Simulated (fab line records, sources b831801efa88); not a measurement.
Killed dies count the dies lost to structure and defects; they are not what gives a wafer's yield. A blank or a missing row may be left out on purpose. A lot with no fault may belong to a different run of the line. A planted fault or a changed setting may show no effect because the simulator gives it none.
The tool behind it: which one? + flow gf180mcu + 39 wafers from 13 lots sampled at 3 of the route's 602 steps

== WHAT EACH GAUGE READ, for each wafer ==
GF_V1_RS_MEAS_24: a four-point-probe measurement. Usual: V1_W_RS 0.330 ohm/sq, standard deviation 0.0048.
| lot  | measured     | on            | V1_W_RS (ohm/sq)  | flag |
|------|--------------|---------------|-------------------|------|
| L577 | day 18 16:27 | film metro-03 | 0.329 0.327 0.328 |      |
| L578 | day 18 22:46 | film metro-02 | 0.329 0.334 0.331 |      |
| L580 | day 20 00:13 | film metro-03 | 0.326 0.325 0.315 |      |
| L582 | day 20 08:46 | film metro-01 | 0.333 0.330 0.330 |      |
| L583 | day 21 09:20 | film metro-03 | 0.334 0.332 0.337 |      |
| L585 | day 21 14:55 | film metro-01 | 0.339 0.334 0.336 |      |
| L586 | day 21 19:57 | film metro-02 | 0.338 0.341 0.335 |      |
| L587 | day 22 18:49 | film metro-03 | 0.323 0.325 0.330 |      |
| L594 | day 25 02:30 | film metro-03 | 0.327 0.323 0.325 |      |
| L595 | day 25 05:07 | film metro-01 | 0.335 0.337 0.331 |      |
| L596 | day 25 06:35 | film metro-01 | 0.329 0.333 0.332 |      |
| L597 | day 25 12:16 | film metro-03 | 0.340 0.336 0.328 |      |
| L600 | day 26 06:00 | film metro-03 | 0.321 0.330 0.333 |      |

GF_M2_CD_MEAS_14: the cd target is 280 nm. Usual: cd nm at 279.7 nm, with a standard deviation of 1.1.
| lot  | measured     | on        | cd nm (nm)        | flag |
|------|--------------|-----------|-------------------|------|
| L577 | day 19 18:22 | cd sem-02 | 280.3 282.2 281.0 |      |
| L578 | day 19 23:59 | cd sem-01 | 281.0 280.9 281.4 |      |
| L580 | day 21 01:14 | cd sem-02 | 279.8 279.1 279.8 |      |
| L582 | day 21 08:47 | cd sem-02 | 278.8 280.3 281.5 |      |
| L583 | day 22 10:07 | cd sem-01 | 279.3 278.5 279.3 |      |
| L585 | day 22 14:53 | cd sem-02 | 280.1 278.9 278.3 |      |
| L586 | day 22 20:05 | cd sem-01 | 279.4 278.7 278.0 |      |
| L587 | day 23 18:59 | cd sem-02 | 280.2 280.0 279.3 |      |
| L594 | day 25 23:52 | cd sem-02 | 281.3 280.7 280.1 |      |
| L595 | day 26 03:31 | cd sem-02 | 281.2 281.2 279.4 |      |
| L596 | day 26 04:48 | cd sem-01 | 281.6 280.9 280.5 |      |
| L597 | day 26 09:26 | cd sem-02 | 278.0 277.3 278.1 |      |
| L600 | day 27 03:17 | cd sem-02 | 280.7 279.4 280.0 |      |

GF_M2_OVL_MEAS_15. Usual: M2_OVL -3 nm, standard deviation 5.
| lot  | measured     | on         | M2_OVL (nm) | flag |
|------|--------------|------------|-------------|------|
| L577 | day 19 18:28 | overlay-01 | -6 -1 -3    |      |
| L578 | day 20 00:07 | overlay-01 | 1 -7 1      |      |
| L580 | day 21 01:22 | overlay-01 | 1 -4 -2     |      |
| L582 | day 21 08:55 | overlay-01 | 5 1 -3      |      |
| L583 | day 22 10:13 | overlay-01 | -2 0 -2     |      |
| L585 | day 22 15:01 | overlay-02 | -2 -7 -4    |      |
| L586 | day 22 20:13 | overlay-01 | 1 10 6      |      |
| L587 | day 23 19:06 | overlay-02 | -7 -1 -7    |      |
| L594 | day 25 23:58 | overlay-02 | 0 -5 -3     |      |
| L595 | day 26 03:37 | overlay-02 | 0 2 -1      |      |
| L596 | day 26 04:55 | overlay-02 | -3 4 1      |      |
| L597 | day 26 09:34 | overlay-02 | -12 -9 -3   |      |
| L600 | day 27 03:25 | overlay-02 | -7 0 -10    |      |

== WHAT TOOL EACH LOT RAN ON (gives the tool, then ch and the chambers of the sampled wafers, and finally the start) ==
Record: no process step prior to these readings.

== WHAT THE TOOLS THEMSELVES READ (means of the sampled wafers that have a number; where no wafer has one, the mark that the record gives instead) ==
The record holds no such reading with a usual standard deviation.

== THE ANSWER, worked out from the rows above alone ==
Rule: take the mean of a lot's wafers that have a number; if it is more than 3 standard deviations from the usual mean, the lot is off. Also off: a lot with no number at a reading for which 4 or more lots have one. All remaining lots with rows at the step are treated as sound. First the gauges in route order, then the tools' own readings, where a lot's mean is used as printed above. The first step at which some lot is off is used, and at that step the reading that is off furthest; a lot without a number counts as furthest.
No lot is off at any reading shown: from this, nothing can be told.

== WHAT HAD BEEN PUT IN BY THE SIMULATOR ==
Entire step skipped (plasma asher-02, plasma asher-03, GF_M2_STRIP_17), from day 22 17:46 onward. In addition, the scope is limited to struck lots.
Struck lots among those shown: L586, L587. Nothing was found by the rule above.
